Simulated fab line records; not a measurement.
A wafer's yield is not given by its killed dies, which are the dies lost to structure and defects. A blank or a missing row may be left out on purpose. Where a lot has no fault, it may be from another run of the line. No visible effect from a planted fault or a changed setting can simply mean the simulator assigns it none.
fab line records    flow sfq_line    part 2 of 2: steps 23 to 30 of 30
[record] lots = 5  wafers = 15  last_day = 82
route steps=325 shown R5@212 I5@228 C5@240
lots that met no fault: taken from a fault-free run of the same line
start_h: start of the lot's first displayed wafer, in hours after the record's first day    wait_h: how many hours have passed since the lot's step before this one    " identical to the entry in the row above    L1.1+2: a single row standing in for several wafers    - no value, or no start was given    * or withheld: withheld    < > ~ a bound
route shown NAME@n: a module of which the file shows steps, and the number in the route of the first    usual: mean/standard deviation taken from wafers without a fault    same: alike in all rows    chamber/n: place in a boat    sites: readings site by site    _std_site: standard deviation of those values    _edge_site: the outer-site mean with the inner-site mean subtracted    radius_mm: for every site, how far away it sits from the centre of the wafer    mask NAME#n: copy n    behind: the last tool/chamber to shape the wafer    hold: why the lot was held/for how many hours/how that ended    device: transistor that didn't switch, given as n, p or np    end of line: at the end of the route, the tests of the same wafers    a step without rows: its recipe alone    killed: count of dies lost to structure and defects at first sort (not the wafer's yield)    map: a wafer's dies, x killed, . not, _ none there
set.NAME: the run value of the setting; set.NAME@STEP: its run value at that earlier step    model.NAME: the simulator's own value behind a step, which no gauge read
lots at selected steps of the route; one table per step, one row per wafer
services: when a tool's chamber went out of use (start_h, in hours from the record's first day, below 0 if earlier), for how many hours, and the reason
[[steps]]
[step SFQ_TRILAYER_I5_LITHO_DEVELOP_146]
[recipe] time_s = 60  resist = KrF
[usual] chill_plate_temp_C = 23.00/0.11  resist_line_temp_C = 23.01/0.087
lot.wafer  tool            chamber  start_h  wait_h  chill_plate_temp_C  resist_line_temp_C
L075.4     litho_track-01  0        1424.04  0.1     23.03               23.11
L075.5     "               0        "        "       23.10               23.23
L075.6     "               0        "        "       22.98               23.16
L078.3     litho_track-03  0        1455.22  0.1     22.96               23.12
L078.4     "               0        "        "       23.03               23.10
L078.5     "               0        "        "       22.95               23.14
L091.1     litho_track-01  0        1653.62  0.1     22.84               23.03
L091.2     "               0        "        "       23.01               23.02
L091.4     "               0        "        "       22.99               22.99
L094.2     litho_track-01  0        1688.08  0.1     23.21               23.09
L094.4     "               0        "        "       23.19               22.99
L094.6     "               0        "        "       23.18               22.89
L096.1     litho_track-04  0        1701.25  0.1     23.15               22.84
L096.3     "               0        "        "       23.21               22.93
L096.5     "               0        "        "       23.06               22.97
[step SFQ_I5_OVL_MEAS_936]
[usual] I5_OVL = -1/4.8
lot.wafer  tool        chamber  start_h  wait_h  I5_OVL[nm]
L075.4     overlay-02  -        1424.14  0.1     -3
L075.5     "           -        "        "       -8
L075.6     "           -        "        "       -7
L078.3     overlay-02  -        1455.33  0.1     4
L078.4     "           -        "        "       3
L078.5     "           -        "        "       1
L091.1     overlay-01  -        1653.77  0.1     -9
L091.2     "           -        "        "       -11
L091.4     "           -        "        "       -9
L094.2     overlay-02  -        1688.21  0.1     3
L094.4     "           -        "        "       -4
L094.6     "           -        "        "       2
L096.1     overlay-01  -        1701.40  0.1     3
L096.3     "           -        "        "       0
L096.5     "           -        "        "       0
[step SFQ_TRILAYER_I5_BARC_OPEN_VIA_ETCH_200]
[recipe] mask_material = PR  chemistry = O2  target_depth_nm = 125  target = BARC  source_w = 500  bias_w = 80  pressure_mtorr = 30  time_s = 41.7
[usual] drypump_motor_current_A = 5.8/0.55  oes_product_au = 0.686/0.0046
lot.wafer  tool         chamber  start_h  wait_h  drypump_motor_current_A  oes_product_au  rf_hours_counter_h
L075.4     rie_diel-04  1        1424.15  0.0     6.2                      0.693           6
L075.5     "            1        "        "       6.2                      0.678           -
L075.6     "            0        "        "       5.6                      0.693           -
L078.3     rie_diel-03  0        1455.35  0.0     5.1                      0.693           6
L078.4     "            3        "        "       5.2                      0.680           18
L078.5     "            3        "        "       5.2                      0.691           -
L091.1     rie_diel-03  1        1653.80  0.0     6.5                      0.679           16
L091.2     "            0        "        "       5.1                      0.686           9
L091.4     "            2        "        "       6.5                      0.683           4
L094.2     rie_diel-01  2        1688.24  0.0     5.6                      0.686           2
L094.4     "            0        "        "       5.7                      0.686           8
L094.6     "            3        "        "       6.5                      0.682           -
L096.1     rie_diel-01  0        1701.44  0.0     5.7                      0.684           8
L096.3     "            2        "        "       5.6                      0.686           2
L096.5     "            0        "        "       5.7                      0.684           -
[step SFQ_TRILAYER_I5_ETCH_VIA_ETCH_147]
[recipe] stop_on = Nb  mask_material = PR  chemistry = CHF3  target_depth_nm = 360  source_w = 500  bias_w = 80  pressure_mtorr = 30  time_s = withheld
[usual] drypump_motor_current_A = 5.8/0.55  oes_product_au = 0.990/0.0054
lot.wafer  tool         chamber  start_h  wait_h  drypump_motor_current_A  oes_product_au
L075.4     rie_diel-04  1        1424.19  0.0     6.3                      0.990
L075.5     "            1        "        "       6.2                      0.992
L075.6     "            0        "        "       5.5                      0.985
L078.3     rie_diel-03  0        1455.39  0.0     5.1                      0.979
L078.4     "            3        "        "       5.2                      0.989
L078.5     "            3        "        "       5.2                      0.993
L091.1     rie_diel-03  1        1653.84  0.0     6.5                      0.987
L091.2     "            0        "        "       5.1                      0.995
L091.4     "            2        "        "       6.5                      0.981
L094.2     rie_diel-01  2        1688.28  0.0     5.7                      0.985
L094.4     "            0        "        "       5.7                      0.996
L094.6     "            3        "        "       6.5                      0.988
L096.1     rie_diel-01  0        1701.48  0.0     5.7                      0.990
L096.3     "            2        "        "       5.6                      0.981
L096.5     "            0        "        "       5.7                      0.977
[step SFQ_TRILAYER_I5_STRIP_STRIP_148]
[recipe] gas = O2  power_w = 200  platen_temp_c = 40  overash_fraction = 0.65  chemistry = O2  pressure_mtorr = 50
[usual] drypump_motor_current_A = 5.7/0.5  oes_product_au = 1.000/0.0066
lot.wafer  tool          chamber  start_h  wait_h  drypump_motor_current_A  oes_product_au  rf_hours_counter_h
L075.4     rie_metal-03  0        1424.54  -       6.0                      1.002           -
L075.5     "             1        "        "       4.9                      1.005           -
L075.6     "             0        "        "       6.0                      1.004           -
L078.3     rie_metal-03  0        1455.81  -       6.0                      0.999           -
L078.4     "             1        "        "       5.0                      1.007           -
L078.5     "             0        "        "       6.0                      0.999           -
L091.1     rie_metal-01  1        1653.99  -       5.5                      1.001           39
L091.2     "             0        "        "       6.1                      0.991           92
L091.4     "             0        "        "       6.1                      1.004           -
L094.2     rie_metal-03  1        1688.43  -       5.0                      0.992           78
L094.4     "             0        "        "       6.0                      1.001           -
L094.6     "             0        "        "       6.0                      1.002           -
L096.1     rie_metal-02  0        1701.63  -       6.4                      0.997           95
L096.3     "             0        "        "       6.4                      0.997           -
L096.5     "             1        "        "       5.6                      0.997           -
[step SFQ_TRILAYER_I5_STRIP_SOLV_CLEAN_149]
[recipe] chemistry = NMP  temp_c = 70  time_s = 600
[usual] bath_heat_duty_pct = 13.2/1.5
lot.wafer  tool          chamber  start_h  wait_h  bath_heat_duty_pct
L075.4     wet_bench-01  2        1424.94  0.2     10.3
L075.5     "             5        "        "       11.3
L075.6     "             3        "        "       14.0
L078.3     wet_bench-04  2        1456.34  0.3     15.3
L078.4     "             1        "        "       10.3
L078.5     "             4        "        "       12.7
L091.1     wet_bench-04  7        1654.59  0.4     15.5
L091.2     "             4        "        "       13.2
L091.4     "             3        "        "       14.4
L094.2     wet_bench-01  1        1689.03  0.4     14.8
L094.4     "             0        "        "       13.3
L094.6     "             4        "        "       13.0
L096.1     wet_bench-01  1        1702.23  0.4     13.9
L096.3     "             2        "        "       10.6
L096.5     "             4        "        "       13.7
[step SFQ_TRILAYER_C5_LITHO_COAT_156]
[recipe] resist = BARC  spin_rpm = 3000  resist_thk_nm = 62
[usual] chill_plate_temp_C = 22.99/0.11  resist_line_temp_C = 23.02/0.11
lot.wafer  tool            chamber  start_h  wait_h  chill_plate_temp_C  resist_line_temp_C
L075.4     litho_track-02  0        1425.52  0.4     22.97               23.00
L075.5     "               0        "        "       22.94               22.92
L075.6     "               0        "        "       22.99               23.06
L078.3     litho_track-02  0        1456.63  0.1     22.86               23.09
L078.4     "               0        "        "       22.82               22.98
L078.5     "               0        "        "       22.84               23.01
L091.1     litho_track-01  0        1654.77  0.0     22.95               22.95
L091.2     "               0        "        "       22.98               23.05
L091.4     "               0        "        "       22.96               23.23
L094.2     litho_track-02  0        1689.25  0.1     22.99               22.90
L094.4     "               0        "        "       23.05               22.88
L094.6     "               0        "        "       22.99               23.01
L096.1     litho_track-04  0        1702.42  0.0     22.96               23.01
L096.3     "               0        "        "       22.96               23.04
L096.5     "               0        "        "       22.98               22.92
[step SFQ_TRILAYER_C5_LITHO_COAT_151]
[recipe] resist = KrF  spin_rpm = 3000  resist_thk_nm = 650
[usual] chill_plate_temp_C = 23.01/0.11  resist_line_temp_C = 22.99/0.094
lot.wafer  tool            chamber  start_h  wait_h  chill_plate_temp_C  resist_line_temp_C
L075.4     litho_track-02  0        1425.82  0.2     23.10               22.99
L075.5     "               0        "        "       22.99               22.85
L075.6     "               0        "        "       23.01               22.92
L078.3     litho_track-02  0        1456.93  0.2     23.18               22.97
L078.4     "               0        "        "       23.07               22.86
L078.5     "               0        "        "       23.14               22.93
L091.1     litho_track-01  0        1655.07  0.2     22.86               22.98
L091.2     "               0        "        "       22.91               23.07
L091.4     "               0        "        "       22.97               23.21
L094.2     litho_track-02  0        1689.55  0.2     22.97               23.06
L094.4     "               0        "        "       22.96               23.06
L094.6     "               0        "        "       22.89               23.03
L096.1     litho_track-04  0        1702.72  0.2     23.02               23.09
L096.3     "               0        "        "       22.86               23.00
L096.5     "               0        "        "       22.99               23.15
[[services]]
tool            chamber  start_h  hours  kind
krf_scanner-01  -        1374.14  1.0    pm
krf_scanner-01  -        1407.54  1.3    pm
krf_scanner-01  -        1413.64  3.6    pm
krf_scanner-01  -        1419.07  2.8    repair
rie_diel-01     1        1451.93  2.8    repair
rie_metal-04    0        1467.35  1.2    repair
rie_diel-03     1        1485.58  1.5    repair
rie_diel-01     3        1491.53  1.5    repair
rie_diel-01     2        1496.29  3.1    repair
krf_scanner-01  -        1506.90  0.3    repair
rie_metal-04    1        1516.00  26.5   repair
rie_diel-01     2        1544.30  1.2    repair
krf_scanner-01  -        1563.88  0.6    repair
krf_scanner-01  -        1581.58  1.0    pm
rie_diel-01     3        1583.32  10.3   repair
krf_scanner-01  -        1590.98  1.3    pm
pvd_sputter-05  -        1592.70  3.2    repair
krf_scanner-01  -        1606.23  4.0    pm
pvd_sputter-05  -        1608.88  3.4    repair
rie_diel-01     1        1658.92  2.2    repair
rie_diel-01     0        1659.52  23.0   repair
rie_diel-01     1        1671.54  7.3    repair
rie_diel-01     0        1689.57  8.2    repair
rie_metal-04    -        1699.03  14.6   pm
